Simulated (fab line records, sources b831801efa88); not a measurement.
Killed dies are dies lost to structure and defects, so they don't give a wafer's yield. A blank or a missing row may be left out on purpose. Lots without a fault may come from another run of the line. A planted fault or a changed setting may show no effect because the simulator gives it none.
Which tool did it? | flow gf180mcu | 14 lots, 40 wafers sampled, at 5 steps of a route of 602

WHAT THE GAUGES READ, wafer by wafer
GF_VT_IMPLANT_OVL_MEAS_18. Usual: VT_IMPLANT_01_OVL 1.2 nm, standard deviation 1.5.
lot  | measured     | on         | VT_IMPLANT_01_OVL (nm) | flag
L727 | day 6 04:35  | overlay-02 | 1.0 2.5 1.6            |
L729 | day 6 18:38  | overlay-01 | 2.3 0.5 0.0            |
L731 | day 7 07:50  | overlay-01 | 1.1 0.9 3.0            |
L732 | day 7 13:04  | overlay-01 | 1.3 1.7 2.5            |
L733 | day 7 19:20  | overlay-01 | -1.8 -2.4 -1.5         |
L734 | day 8 02:34  | overlay-01 | 4.2 4.3 2.2            |
L735 | day 8 08:50  | overlay-02 | 1.2 2.4 1.7            |
L736 | day 8 12:37  | overlay-02 | 2.0 2.4 2.5            |
L738 | day 9 04:02  | overlay-02 | 3.3                    |
L741 | day 9 21:35  | overlay-01 | 0.4 0.6 1.1            |
L742 | day 10 05:29 | overlay-02 | 3.7 1.1 2.9            |
L745 | day 11 00:11 | overlay-02 | 0.5 -0.5 0.3           |
L746 | day 11 05:56 | overlay-01 | -0.5 1.6 -1.7          |
L747 | day 11 11:56 | overlay-01 | 0.9 1.2 1.5            |

GF_HV_LDD_OVL_MEAS_08. Usual: HV_LDD_OVL -0.5 nm, standard deviation 1.6.
lot  | measured     | on         | HV_LDD_OVL (nm) | flag
L727 | day 9 21:58  | overlay-02 | -1.3 -1.1 -2.5  |
L729 | day 10 12:39 | overlay-02 | -1.0 0.1 1.0    |
L731 | day 11 04:31 | overlay-01 | -0.4 0.3 -1.1   |
L732 | day 11 13:16 | overlay-02 | 0.8 0.6 0.1     |
L733 | day 11 19:11 | overlay-02 | -0.1 2.5 0.3    |
L734 | day 12 04:48 | overlay-01 | -2.6 -1.8 -1.8  |
L735 | day 12 11:09 | overlay-02 | 0.6 0.1 1.2     |
L736 | day 12 14:40 | overlay-02 | -0.8 -3.4 -0.7  |
L738 | day 13 08:31 | overlay-02 | -3.4            |
L741 | day 14 06:14 | overlay-01 | 1.1 -1.0 -1.1   |
L742 | day 14 16:40 | overlay-02 | -1.8 0.1 -3.1   |
L745 | day 15 13:21 | overlay-02 | -1.0 -1.4 -0.7  |
L746 | day 15 17:14 | overlay-02 | 1.2 -2.7 -3.1   |
L747 | day 16 02:26 | overlay-01 | 0.1 -0.5 -1.0   |

GF_HV_LDD_CD_MEAS_19: target cd 400 nm. Usual: cd_nm 402.5 nm, standard deviation 2.4.
lot  | measured     | on        | cd_nm (nm)        | flag
L727 | day 10 16:25 | cd_sem-02 | 402.7 402.5 402.2 |
L729 | day 11 07:15 | cd_sem-02 | 409.2 407.5 409.4 |
L731 | day 11 23:34 | cd_sem-02 | 400.5 400.4 400.1 |
L732 | day 12 07:59 | cd_sem-02 | 400.0 399.4 400.2 |
L733 | day 12 14:29 | cd_sem-01 | 402.7 403.0 403.6 |
L734 | day 13 00:55 | cd_sem-01 | 401.2 402.6 401.4 |
L735 | day 13 07:10 | cd_sem-02 | 401.4 400.4 401.0 |
L736 | day 13 10:53 | cd_sem-01 | 401.6 401.5 403.0 |
L738 | day 14 04:28 | cd_sem-01 | 397.6             |
L741 | day 15 03:46 | cd_sem-02 | 401.3 402.1 401.8 |
L742 | day 15 14:05 | cd_sem-01 | 405.2 404.5 403.6 |
L745 | day 16 11:12 | cd_sem-01 | 401.5 400.9 402.4 |
L746 | day 16 16:07 | cd_sem-01 | 405.8 401.5 403.0 |
L747 | day 17 00:56 | cd_sem-01 | 399.7 402.8 400.4 |

WHICH TOOL RAN EACH LOT (tool, then ch and the chambers of the sampled wafers, then the start)
lot  | GF_STI_ETCH_14                  | GF_STI_STRIP_15
L727 | rie_si-01 ch 0,1,3, day 2 02:04 | plasma_asher-01 ch 0,1, day 2 02:11
L729 | rie_si-02 ch 1,2,3, day 2 11:46 | plasma_asher-03 ch 0,1, day 2 11:50
L731 | rie_si-01 ch 0,2,3, day 2 23:02 | plasma_asher-01 ch 0,1, day 2 23:09
L732 | rie_si-01 ch 1,3, day 3 04:38   | plasma_asher-02 ch 0,1, day 3 04:42
L733 | rie_si-02 ch 0,1,2, day 3 08:19 | plasma_asher-02 ch 0, day 3 08:23
L734 | rie_si-02 ch 1,2,3, day 3 13:47 | plasma_asher-03 ch 0,1, day 3 13:51
L735 | rie_si-02 ch 2,3, day 3 18:49   | plasma_asher-01 ch 0,1, day 3 18:55
L736 | rie_si-02 ch 1,2, day 3 23:35   | plasma_asher-03 ch 0,1, day 3 23:39
L738 | rie_si-02 ch 3, day 4 10:55     | plasma_asher-03 ch 0, day 4 11:01
L741 | rie_si-01 ch 0,1,2, day 5 02:10 | plasma_asher-01 ch 0, day 5 02:14
L742 | rie_si-02 ch 0,1,3, day 5 06:58 | plasma_asher-02 ch 0,1, day 5 07:04
L745 | rie_si-01 ch 0,2,3, day 5 21:58 | plasma_asher-01 ch 0,1, day 5 22:02
L746 | rie_si-01 ch 0,2, day 6 03:17   | plasma_asher-03 ch 0,1, day 6 03:21
L747 | rie_si-01 ch 0,1,2, day 6 08:52 | plasma_asher-01 ch 0,1, day 6 08:56
- GF_STI_ETCH_14: etches Si in HBr/Cl2/O2, target depth 360 nm, time 102.9 s.
- GF_STI_STRIP_15: strips in O2/N2.

WHAT THE TOOLS THEMSELVES READ (means of the sampled wafers that have a number; where no wafer has one, the mark that the record gives instead)
GF_STI_ETCH_14. Usual: drypump_motor_current_A 6.2 A, standard deviation 0.36; he_backside_leak_sccm 2.92 sccm, standard deviation 0.27; oes_product_au 1.005 a.u., standard deviation 0.0095; run_length_s 131.2 s, standard deviation 0.44; throttle_valve_pct 25.652 %, standard deviation 0.011.
lot  | tool      | drypump_motor_current_A (A) | he_backside_leak_sccm (sccm) | oes_product_au (a.u.) | run_length_s (s) | throttle_valve_pct (%) | flag
L727 | rie_si-01 | 6.0                         | 2.94                         | 1.003                 | 131.4            | 25.648                 |
L729 | rie_si-02 | 6.4                         | 2.95                         | 1.013                 | 131.2            | 25.643                 |
L731 | rie_si-01 | 5.9                         | 2.92                         | 1.014                 | 131.0            | 25.649                 |
L732 | rie_si-01 | 5.9                         | 2.76                         | 1.008                 | 131.6            | 25.662                 |
L733 | rie_si-02 | 6.2                         | 2.97                         | 1.002                 | 130.8            | 25.648                 |
L734 | rie_si-02 | 6.4                         | 2.92                         | 1.006                 | 131.3            | 25.647                 |
L735 | rie_si-02 | 6.6                         | 3.06                         | 1.010                 | 131.3            | 25.655                 |
L736 | rie_si-02 | 6.3                         | 3.11                         | 1.001                 | 130.9            | 25.657                 |
L738 | rie_si-02 | 6.8                         | 2.76                         | 1.013                 | 102.2            | 25.663                 | OFF
L741 | rie_si-01 | 5.9                         | 2.91                         | 1.011                 | 131.1            | 25.648                 |
L742 | rie_si-02 | 6.3                         | 2.73                         | 1.009                 | 121.7            | 25.647                 | OFF
L745 | rie_si-01 | 6.0                         | 2.86                         | 1.000                 | 131.0            | 25.662                 |
L746 | rie_si-01 | 5.9                         | 2.88                         | 0.999                 | 131.0            | 25.656                 |
L747 | rie_si-01 | 5.9                         | 3.04                         | 1.007                 | 131.2            | 25.652                 |

GF_STI_STRIP_15. Usual: drypump_motor_current_A 6.08 A, standard deviation 0.28; heater_power_w 320 W, standard deviation 26; n2_flow_sccm 300.1 sccm, standard deviation 0.93; oes_product_au 0.386 a.u., standard deviation 0.0047; strip_time_to_endpoint_s 3.77 s, standard deviation 0.052.
lot  | tool            | drypump_motor_current_A (A) | heater_power_w (W) | n2_flow_sccm (sccm) | oes_product_au (a.u.) | strip_time_to_endpoint_s (s) | flag
L727 | plasma_asher-01 | 6.15                        | 332                | 300.3               | 0.384                 | 3.79                         |
L729 | plasma_asher-03 | 6.22                        | 317                | 299.8               | 0.382                 | 3.75                         |
L731 | plasma_asher-01 | 6.29                        | 318                | 300.0               | 0.387                 | 3.81                         |
L732 | plasma_asher-02 | 5.62                        | 306                | 300.9               | 0.381                 | 3.74                         |
L733 | plasma_asher-02 | 5.64                        | 305                | 300.0               | 0.386                 | 3.81                         |
L734 | plasma_asher-03 | 6.21                        | 309                | 300.4               | 0.386                 | 3.72                         |
L735 | plasma_asher-01 | 6.15                        | 339                | 300.4               | 0.389                 | 3.79                         |
L736 | plasma_asher-03 | 6.13                        | 330                | 300.7               | 0.387                 | 3.73                         |
L738 | plasma_asher-03 | 6.33                        | 295                | 300.4               | 0.404                 | 4.10                         | OFF
L741 | plasma_asher-01 | 6.42                        | 297                | 300.3               | 0.383                 | 3.72                         |
L742 | plasma_asher-02 | 5.62                        | 306                | 300.5               | 0.391                 | 3.93                         | OFF
L745 | plasma_asher-01 | 6.14                        | 328                | 299.5               | 0.387                 | 3.78                         |
L746 | plasma_asher-03 | 6.15                        | 334                | 300.6               | 0.391                 | 3.80                         |
L747 | plasma_asher-01 | 6.28                        | 310                | 300.4               | 0.386                 | 3.77                         |

THE ANSWER, worked out from the rows above alone
Rule: a lot is off if the mean of its wafers that have a number lies more than 3 standard deviations from the usual mean. A lot without any number at a reading at which 4 lots or more have one is off too. The other lots that the step has rows for count as sound. The gauges are gone through in route order, then the tools' own readings, and for those a lot's mean is taken as printed above. The first step at which some lot is off is used, and at that step the reading that is off furthest; a lot without a number counts as furthest.
Off: L738, L742, at GF_STI_ETCH_14 (run_length_s).
A tool fits if, at that step or a process step before it, it ran every lot that is off, and no sound lot after the first of them. One fits: rie_si-02 at GF_STI_ETCH_14. Its last sound lot is L736 (day 3 23:35), its first lot that is off L738 (day 4 10:55): a fault that began between those two fits.
The tool's own readings at GF_STI_ETCH_14 bear it out: on the lots that are off they differ by more than 5 times the standard deviation of the sound lots' means. run_length_s reads 112.0 s there against 131.2 s on the sound lots.

WHAT THE SIMULATOR HAD PUT IN
Process parameter drift: rie_si-02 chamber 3, from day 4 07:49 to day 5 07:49, at GF_STI_ETCH_14. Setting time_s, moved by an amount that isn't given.
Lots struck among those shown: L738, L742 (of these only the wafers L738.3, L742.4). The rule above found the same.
